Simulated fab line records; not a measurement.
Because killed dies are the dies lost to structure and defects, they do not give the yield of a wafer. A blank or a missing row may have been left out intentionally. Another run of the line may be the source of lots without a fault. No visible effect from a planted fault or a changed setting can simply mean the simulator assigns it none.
A lot that was struck, set against a sound lot / flow gf180mcu / 31 steps out of a route of 602
Sound: wafers L435.3, L435.4, L435.5. Wafers L438.1, L438.4, L438.5 were the ones struck. The cause is given at the end.
For every step that has rows: the tool of each side, followed by ch and its chambers, followed by its first start. Under that, the readings that differ: sound wafers / struck wafers / difference of the means / sigmas: that difference in standard deviations of wafers without a fault.
alike: same words and numbers on both sides, and readings whose means sit less than 2 such deviations apart. not compared: any withheld reading, any reading some wafer has no value for, any bound like >300 that may hide the same value, and any number with overlapping values for which the record gives no deviation.
The two part at a step that has a row with sigmas, a row that says differs or no value, or rows on one side only. Numbers that have no deviation but don't overlap get no sigmas and don't part them. A reading that every wafer of one side lacks parts them only if that side has two wafers or more.

first, 1 step without rows for these wafers: GF_HV_LDD_CVD_56 (deposits Si3N4 from DCS/NH3, target thk 90 nm, time 1543 s).
GF_HV_LDD_THK_MEAS_57:
  struck on film_metro-03, day 14 08:23; sound on film_metro-01, day 13 17:34
  alike: HV_LDD_CVD_56_THK
GF_HV_LDD_ETCHBACK_58: etches Si3N4 in CH3F/O2, stops on SiO2, time 100 s, target depth 90 nm.
  sound on rie_diel-01 ch 0,1,2, day 13 17:36; struck on rie_diel-03 ch 0,1,3, day 14 08:27
  alike: chamber_pressure_mTorr, drypump_motor_current_A, oes_product_au, throttle_valve_pct
  not compared: rf_hours_counter_h
then, 7 steps without rows for these wafers: GF_NSD_DEHYDRATE_00 (time 60 s); GF_NSD_HMDS_01 (prime time 60 s); GF_NSD_COAT_02 (resist thk 1000 nm); GF_NSD_SOFTBAKE_03 (time 60 s); GF_NSD_EXPOSE_04 (exposes mask Nplus, target cd 400 nm); GF_NSD_PEB_05; GF_NSD_DEVELOP_06 (develop time 58.66 s).
GF_NSD_CD_MEAS_07 targets a cd of 400 nm.
  struck on cd_sem-01, day 15 05:32; sound on cd_sem-01, day 14 13:50
  alike: cd_nm
GF_NSD_OVL_MEAS_08:
  struck on overlay-02, day 15 05:40; sound on overlay-01, day 14 13:55
  alike: NSD_OVL
GF_NSD_IMPLANT_09:
  sound on implanter-01 ch 0, day 14 13:59; struck on implanter-01 ch 0, day 15 05:41
reading=beam_energy_keV; sound=60.016 59.994 60.010; struck=38.443 38.453 38.467; difference=-21.552; sigmas=-99 or more
reading=model.implant.rp_nm (nm); sound=36.62 36.62 36.62; struck=25.93 25.93 25.93; difference=-10.69; sigmas=
reading=model.implant.drp_nm (nm); sound=16.15 16.15 16.15; struck=11.57 11.57 11.57; difference=-4.58; sigmas=
after that, 1 step had no rows for these wafers: GF_NSD_IMPLANT_10.
GF_NSD_STRIP_11: strips in O2/N2.
  sound on plasma_asher-04 ch 0,1, day 14 14:17; struck on plasma_asher-04 ch 0,1, day 15 05:59
reading=oes_product_au (a.u.); sound=0.484 0.492 0.481; struck=0.517 0.519 0.523; difference=+0.034; sigmas=+7
reading=strip_time_to_endpoint_s (s); sound=23.01 23.06 23.05; struck=20.29 20.35 20.32; difference=-2.72; sigmas=-72
  alike: chamber_pressure_mTorr, drypump_motor_current_A, heater_power_w, n2_flow_sccm
  not compared: rf_hours_counter_h
GF_NSD_TW_MEAS_12:
  struck on film_metro-03, day 15 06:19; sound on film_metro-01, day 14 14:22
reading=NSD_TW; sound=4279 4308 4288; struck=3929 3944 3950; difference=-351; sigmas=-7
  not compared: hold
then, 6 steps without rows for these wafers: GF_PSD_HMDS_01 (prime time 60 s); GF_PSD_COAT_02 (resist thk 1000 nm); GF_PSD_SOFTBAKE_03 (time 60 s); GF_PSD_EXPOSE_04 (exposes mask Pplus, target cd 400 nm); GF_PSD_PEB_05; GF_PSD_DEVELOP_06 (develop time 60 s).
GF_PSD_CD_MEAS_07 targets a cd of 400 nm.
  struck on cd_sem-02, day 16 04:16; sound on cd_sem-02, day 15 11:11
  alike: cd_nm
GF_PSD_OVL_MEAS_08:
  struck on overlay-02, day 16 04:23; sound on overlay-01, day 15 11:16
  alike: PSD_OVL
after that, 1 step had no rows for these wafers: GF_PSD_IMPLANT_09.
GF_PSD_STRIP_10: strips in O2/N2.
  sound on plasma_asher-02 ch 0,1, day 15 11:29; struck on plasma_asher-02 ch 0,1, day 16 04:34
  alike: chamber_pressure_mTorr, drypump_motor_current_A, heater_power_w, n2_flow_sccm, oes_product_au, strip_time_to_endpoint_s
  not compared: rf_hours_counter_h
GF_PSD_TW_MEAS_11:
  struck on film_metro-01, day 16 04:40; sound on film_metro-01, day 15 11:34
  alike: PSD_TW
then, 1 step without rows for these wafers: GF_PSD_CLEAN_12 (cleans in SC1/SC2, time 150 s).
GF_PSD_RTA_13: time 20 s.
  sound on rtp_anneal-02 ch 0, day 15 11:43; struck on rtp_anneal-01 ch 0, day 16 04:47
reading=lamp_power_pct (%); sound=35.3 35.3 35.2; struck=30.3 30.3 30.4; difference=-4.9; sigmas=-2
  alike: wafer_temp_C_max
GF_PSD_RS_MEAS_14: measurement is done with a four-point probe.
  struck on film_metro-01, day 16 05:10; sound on film_metro-02, day 15 11:52
reading=NSD_RS (ohm/sq); sound=46.06 46.04 46.22; struck=52.42 52.39 52.39; difference=+6.29; sigmas=+79
  not compared: hold
GF_PASSIVATION_PROBE_99:
  rows exist in the record for the sound wafers here (prober-02, day 30 02:46), none for the struck ones

== WHERE THEY PART ==
Earliest at GF_NSD_IMPLANT_09; latest, in this record, at GF_PASSIVATION_PROBE_99.

WHY: the cause the simulator had injected
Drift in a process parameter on implanter-01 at GF_NSD_IMPLANT_09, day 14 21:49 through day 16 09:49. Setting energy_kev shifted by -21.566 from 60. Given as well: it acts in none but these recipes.
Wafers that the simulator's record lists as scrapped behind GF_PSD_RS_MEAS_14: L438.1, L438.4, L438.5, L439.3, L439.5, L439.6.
